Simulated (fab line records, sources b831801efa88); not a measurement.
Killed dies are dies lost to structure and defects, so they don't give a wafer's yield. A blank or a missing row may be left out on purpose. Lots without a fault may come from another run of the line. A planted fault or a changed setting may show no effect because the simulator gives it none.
Which tool did it? | flow sfq_line | 13 lots, 39 wafers sampled, at 1 step of a route of 325

WHAT THE GAUGES READ, wafer by wafer
The record holds no reading of a measuring or inspecting step that can be judged against a usual standard deviation.

WHICH TOOL RAN EACH LOT (tool, then ch and the chambers of the sampled wafers, then the start)
lot  | SFQ_TRILAYER_L0_VIA_BARC_OPEN_VIA_ETCH_021
L935 | rie_diel-04 ch 2,3, day 7 14:18
L936 | rie_diel-01 ch 2,3, day 7 22:49
L937 | rie_diel-01 ch 1,2, day 8 03:37
L939 | rie_diel-04 ch 1,2,3, day 8 12:46
L940 | rie_diel-02 ch 1,2, day 8 16:22
L941 | rie_diel-04 ch 1,2, day 8 17:34
L949 | rie_diel-04 ch 0,2,3, day 11 00:44
L950 | rie_diel-02 ch 0,2,3, day 11 04:20
L953 | rie_diel-01 ch 1,2,3, day 12 04:20
L954 | rie_diel-02 ch 2,3, day 12 13:31
L955 | rie_diel-01 ch 1,3, day 12 23:07
L957 | rie_diel-01 ch 0,2, day 13 02:43
L958 | rie_diel-02 ch 0,3, day 13 03:55
- SFQ_TRILAYER_L0_VIA_BARC_OPEN_VIA_ETCH_021: etches BARC in O2, target depth 125 nm, time 41.7 s.

WHAT THE TOOLS THEMSELVES READ (means of the sampled wafers that have a number; where no wafer has one, the mark that the record gives instead)
SFQ_TRILAYER_L0_VIA_BARC_OPEN_VIA_ETCH_021. Usual: bias_w 80.02 W, standard deviation 0.24; drypump_motor_current_A 5.6 A, standard deviation 0.44; oes_product_au 0.685 a.u., standard deviation 0.0046.
lot  | tool        | bias_w (W) | drypump_motor_current_A (A) | oes_product_au (a.u.) | flag
L935 | rie_diel-04 | 80.01      | 5.6                         | 0.688                 |
L936 | rie_diel-01 | 80.00      | 5.5                         | 0.684                 |
L937 | rie_diel-01 | 79.88      | 5.8                         | 0.689                 |
L939 | rie_diel-04 | 80.07      | 5.3                         | 0.682                 |
L940 | rie_diel-02 | 80.14      | 5.4                         | 0.688                 |
L941 | rie_diel-04 | 80.01      | 5.1                         | 0.683                 |
L949 | rie_diel-04 | 78.54      | 5.7                         | 0.686                 | OFF
L950 | rie_diel-02 | 79.84      | 5.7                         | 0.680                 |
L953 | rie_diel-01 | 79.86      | 5.5                         | 0.686                 |
L954 | rie_diel-02 | 80.21      | 5.5                         | 0.687                 |
L955 | rie_diel-01 | 80.38      | 5.4                         | 0.683                 |
L957 | rie_diel-01 | 79.95      | 5.7                         | 0.681                 |
L958 | rie_diel-02 | 80.24      | 5.7                         | 0.686                 |

THE ANSWER, worked out from the rows above alone
Rule: a lot is off if the mean of its wafers that have a number lies more than 3 standard deviations from the usual mean. A lot without any number at a reading at which 4 lots or more have one is off too. The other lots that the step has rows for count as sound. The gauges are gone through in route order, then the tools' own readings, and for those a lot's mean is taken as printed above. The first step at which some lot is off is used, and at that step the reading that is off furthest; a lot without a number counts as furthest.
Off: L949, at SFQ_TRILAYER_L0_VIA_BARC_OPEN_VIA_ETCH_021 (bias_w).
A tool fits if, at that step or a process step before it, it ran every lot that is off, and no sound lot after the first of them. One fits: rie_diel-04 at SFQ_TRILAYER_L0_VIA_BARC_OPEN_VIA_ETCH_021. Its last sound lot is L941 (day 8 17:34), its first lot that is off L949 (day 11 00:44): a fault that began between those two fits.
The tool's own readings at SFQ_TRILAYER_L0_VIA_BARC_OPEN_VIA_ETCH_021 bear it out: on the lots that are off they differ by more than 5 times the standard deviation of the sound lots' means. bias_w reads 78.54 W there against 80.05 W on the sound lots.

WHAT THE SIMULATOR HAD PUT IN
Process parameter drift: rie_diel-04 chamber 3, from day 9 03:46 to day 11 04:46, at SFQ_TRILAYER_L0_VIA_BARC_OPEN_VIA_ETCH_021. Setting bias_w, moved by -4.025, from 80. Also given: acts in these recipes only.
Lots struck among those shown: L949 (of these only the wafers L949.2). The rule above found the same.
